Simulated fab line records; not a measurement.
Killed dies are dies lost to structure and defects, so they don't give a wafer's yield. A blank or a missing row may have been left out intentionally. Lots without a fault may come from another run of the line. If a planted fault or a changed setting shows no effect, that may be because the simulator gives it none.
Struck lot and sound lot, side by side | flow sky130 | 17 out of 708 route steps
Sound: these wafers, L813.2, L813.3, L813.4. The struck wafers were L830.3, L830.4, L830.6. Last of all comes the cause.
At each step with rows: each side's tool, then ch and its chambers, then its first start. Under that, the readings that differ: sound wafers | struck wafers | difference of the means | sigmas: that difference in standard deviations of wafers without a fault.
alike: readings whose means differ by less than 2 such deviations, and words and numbers that are the same on both sides. not compared: withheld readings, readings that some wafer has no value for, bounds like >300 that may hide the same value, and numbers for which the record gives no deviation and whose values overlap.
A row with sigmas, a row that says differs or no value, or rows on one side alone: a step with any of these is where the two part. Non-overlapping numbers with no deviation appear without sigmas and do not part them. Lack of a reading on every wafer of one side parts them only where that side has two or more wafers.

first, 4 steps without rows for these wafers: SKY_FIELD_ISO_WET_ETCH_29 (etches Si3N4 in H3PO4, target depth 160 nm, time 1825 s); SKY_FIELD_ISO_WET_ETCH_30 (etches SiO2 in dHF, target depth 25 nm, time 50 s); SKY_NWELL_CLEAN_00 (cleans in SC1/SC2, time 150 s); SKY_NWELL_OXIDATION_01 (stabilise 600 s, purge 300 s, target thk 10 nm).
SKY_NWELL_THK_MEAS_02:
  sound on filmMetro-03 at day 2 23:29; struck on filmMetro-02 at day 6 20:42
  alike: NWELL_OXIDATION_THK
then, 7 steps without rows for these wafers: SKY_DNWELL_DEHYDRATE_00 (time 60 s); SKY_DNWELL_HMDS_01 (prime time 60 s); SKY_DNWELL_COAT_02 (resist thk 3000 nm); SKY_DNWELL_SOFTBAKE_03; SKY_DNWELL_EXPOSE_04 (exposes mask DNM, target cd 3000 nm); SKY_DNWELL_PEB_05; SKY_DNWELL_DEVELOP_06 (develop time 60 s).
SKY_DNWELL_IMPLANT_07:
  sound on implanter-02 ch 0, day 3 14:29; struck on implanter-02 ch 0, day 7 16:26
SKY_DNWELL_STRIP_08: strips in O2/N2.
  sound on plasmaAsher-04 ch 0,1, day 3 14:37; struck on plasmaAsher-04 ch 0,1, day 7 16:34
  alike: drypumpMotorCurrentA, oesProductAu, stripTimeToEndpointS
  not compared: rfHoursCounterH
SKY_DNWELL_TW_MEAS_09:
  sound on filmMetro-03 at day 3 14:43; struck on filmMetro-02 at day 7 16:39
reading   | sound          | struck         | difference | sigmas
DNWELL_TW | 1115 1110 1114 | 1379 1381 1393 | +271       | +47
then, 1 step without rows for these wafers: SKY_PWDE_DEHYDRATE_00 (time 60 s).
-- the record jumps here: 43 days lie between the struck wafers' starts before and after (it left off in module PWDE and takes up again in module PAD_OPEN, whose first step shown is number 708 of the route) --
SKY_PAD_OPEN_PROBE_99:
  sound on prober-01 at day 46 08:08; struck on prober-02 at day 50 13:52
reading                               | sound             | struck            | difference | sigmas
model.etest.resDeepNwell.rsOhmSq      | 2238 2227 2239    | 1238 1239 1236    | -997       | 
model.etest.resDeepNwell.lineOhmUm    | 762.9 734.2 748.5 | 418.6 415.4 409.2 | -334.1     | 
model.etest.resPwdeUnderGate.rsOhmSq  | 6213 6238 6219    | 6487 6476 6503    | +265       | 
model.etest.resPwellUnderGate.rsOhmSq | 2299 2283 2303    | 2347 2338 2357    | +52        | 
  alike: killed_at_M0_to_M3, killed_at_M4_up, killedAtContacts, killedAtFrontEnd, killedAtOther, killedDies, killedOpen, killedShort

WHERE THEY PART
Only at SKY_DNWELL_TW_MEAS_09, as far as this record shows. Later steps at which nothing parts them and some readings are alike: SKY_PAD_OPEN_PROBE_99.

WHY: what the simulator had put in
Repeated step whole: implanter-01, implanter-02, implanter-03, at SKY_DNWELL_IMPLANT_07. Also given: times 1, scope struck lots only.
